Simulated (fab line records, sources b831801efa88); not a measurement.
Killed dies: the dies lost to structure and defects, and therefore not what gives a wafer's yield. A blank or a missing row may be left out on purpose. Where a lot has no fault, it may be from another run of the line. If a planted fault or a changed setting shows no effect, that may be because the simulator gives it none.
What tool caused it? -- flow sky130 -- 42 wafers from 14 lots sampled at 3 of the route's 708 steps

== WHAT THE GAUGES READ, wafer by wafer ==
SKY_VIA2_THK_MEAS_23: measures by xrf.
lot,measured,on,VIA2_W_THK (nm)
L478,day 36 22:14,filmMetro-02,437 434 442
L481,day 37 03:05,filmMetro-03,426 427 425
L482,day 37 14:43,filmMetro-03,422 423 422
L483,day 37 21:44,filmMetro-04,434 438 428
L484,day 38 04:23,filmMetro-02,436 422 431
L485,day 38 13:06,filmMetro-04,434 442 435
L486,day 38 22:19,filmMetro-04,436 440 435
L487,day 39 04:30,filmMetro-02,431 430 431
L490,day 39 22:58,filmMetro-04,441 446 446
L491,day 40 11:16,filmMetro-04,438 436 445
L497,day 42 06:25,filmMetro-04,443 435 430
L498,day 42 13:37,filmMetro-03,417 428 416
L500,day 43 05:26,filmMetro-04,437 436 434
L501,day 43 20:04,filmMetro-04,435 437 432

== WHAT TOOL EACH LOT RAN ON (gives the tool, then ch and the chambers of the sampled wafers, and finally the start) ==
lot,SKY_VT_ADJUST_PCH_EXPOSE_04,SKY_METAL2_SPUTTER_01
L478,"ilineStepper-01 ch 0, day 10 05:17","pvdSputter-02, day 34 16:02"
L481,"ilineStepper-01 ch 0, day 10 20:26","pvdSputter-03, day 34 21:04"
L482,"ilineStepper-02 ch 0, day 11 06:54","pvdSputter-04, day 35 08:13"
L483,"ilineStepper-01 ch 0, day 11 10:27","pvdSputter-04, day 35 15:05"
L484,"ilineStepper-02 ch 0, day 11 18:35","pvdSputter-02, day 35 21:29"
L485,"ilineStepper-01 ch 0, day 12 01:56","pvdSputter-02, day 36 07:11"
L486,"ilineStepper-01 ch 0, day 12 10:38","pvdSputter-02, day 36 17:10"
L487,"ilineStepper-01 ch 0, day 12 19:43","pvdSputter-02, day 36 22:29"
L490,"ilineStepper-01, day 13 14:24","pvdSputter-03, day 37 18:02"
L491,"ilineStepper-01, day 14 00:35","pvdSputter-02, day 38 08:32"
L497,"ilineStepper-02 ch 0, day 16 03:26","pvdSputter-02, day 40 04:40"
L498,"ilineStepper-02 ch 0, day 16 10:39","pvdSputter-03, day 40 11:46"
L500,"ilineStepper-01 ch 0, day 16 20:14","pvdSputter-04, day 41 03:19"
L501,"ilineStepper-01 ch 0, day 18 10:15","pvdSputter-03, day 41 18:25"
- SKY_VT_ADJUST_PCH_EXPOSE_04: exposes mask NWM, target cd 840 nm.
- SKY_METAL2_SPUTTER_01: material TiN, target thk 20 nm, time 16.7 s.

== WHAT THE TOOLS THEMSELVES READ (means of the sampled wafers that have a number; where no wafer has one, the mark that the record gives instead) ==
SKY_VT_ADJUST_PCH_EXPOSE_04.
lot,tool,exposureDoseMJCm2,focusOffsetNm (nm)
L478,ilineStepper-01,254.96,-0.2
L481,ilineStepper-01,254.85,0.1
L482,ilineStepper-02,255.16,-0.1
L483,ilineStepper-01,255.05,-0.3
L484,ilineStepper-02,254.83,-0.2
L485,ilineStepper-01,254.67,-0.1
L486,ilineStepper-01,254.85,0.4
L487,ilineStepper-01,255.17,-0.3
L490,ilineStepper-01,-,-
L491,ilineStepper-01,-,-
L497,ilineStepper-02,254.70,-0.4
L498,ilineStepper-02,254.88,-0.3
L500,ilineStepper-01,254.83,-0.6
L501,ilineStepper-01,255.16,0.6

SKY_METAL2_SPUTTER_01.
lot,tool,throttleValvePct (%)
L478,pvdSputter-02,29.1
L481,pvdSputter-03,29.6
L482,pvdSputter-04,29.7
L483,pvdSputter-04,29.6
L484,pvdSputter-02,29.2
L485,pvdSputter-02,29.3
L486,pvdSputter-02,29.1
L487,pvdSputter-02,29.4
L490,pvdSputter-03,28.8
L491,pvdSputter-02,28.8
L497,pvdSputter-02,28.9
L498,pvdSputter-03,29.3
L500,pvdSputter-04,29.1
L501,pvdSputter-03,29.6

== THE ANSWER, worked out from the rows above alone ==
Rule: the usual values come from the lots themselves. Put in order of their means at a reading, lots are off if they are a third of the lots or fewer, leave a main group of 4 or more, and stand apart from it by a gap of 3 or more times the standard deviation of the main group's means; of several such gaps the widest counts. Not used: any main group whose means are identical at the precision the tables above print for the reading. Also off: a lot with no number at a reading for which 4 or more lots have one. All remaining lots with rows at the step are treated as sound. After the gauges, taken in route order, come the tools' own readings; for these a lot's mean is taken, as printed above. The first step at which some lot is off is used, and at that step the reading that is off furthest; a lot without a number counts as furthest.
Off: L490, L491, at SKY_VT_ADJUST_PCH_EXPOSE_04 (exposureDoseMJCm2). Without a number there: L490, L491. The main group: mean 254.93, standard deviation 0.17.
A tool fits if, at that step or a process step before it, it ran every lot that is off, and no sound lot after the first of them. Of those tried, none fits.

== WHAT HAD BEEN PUT IN BY THE SIMULATOR ==
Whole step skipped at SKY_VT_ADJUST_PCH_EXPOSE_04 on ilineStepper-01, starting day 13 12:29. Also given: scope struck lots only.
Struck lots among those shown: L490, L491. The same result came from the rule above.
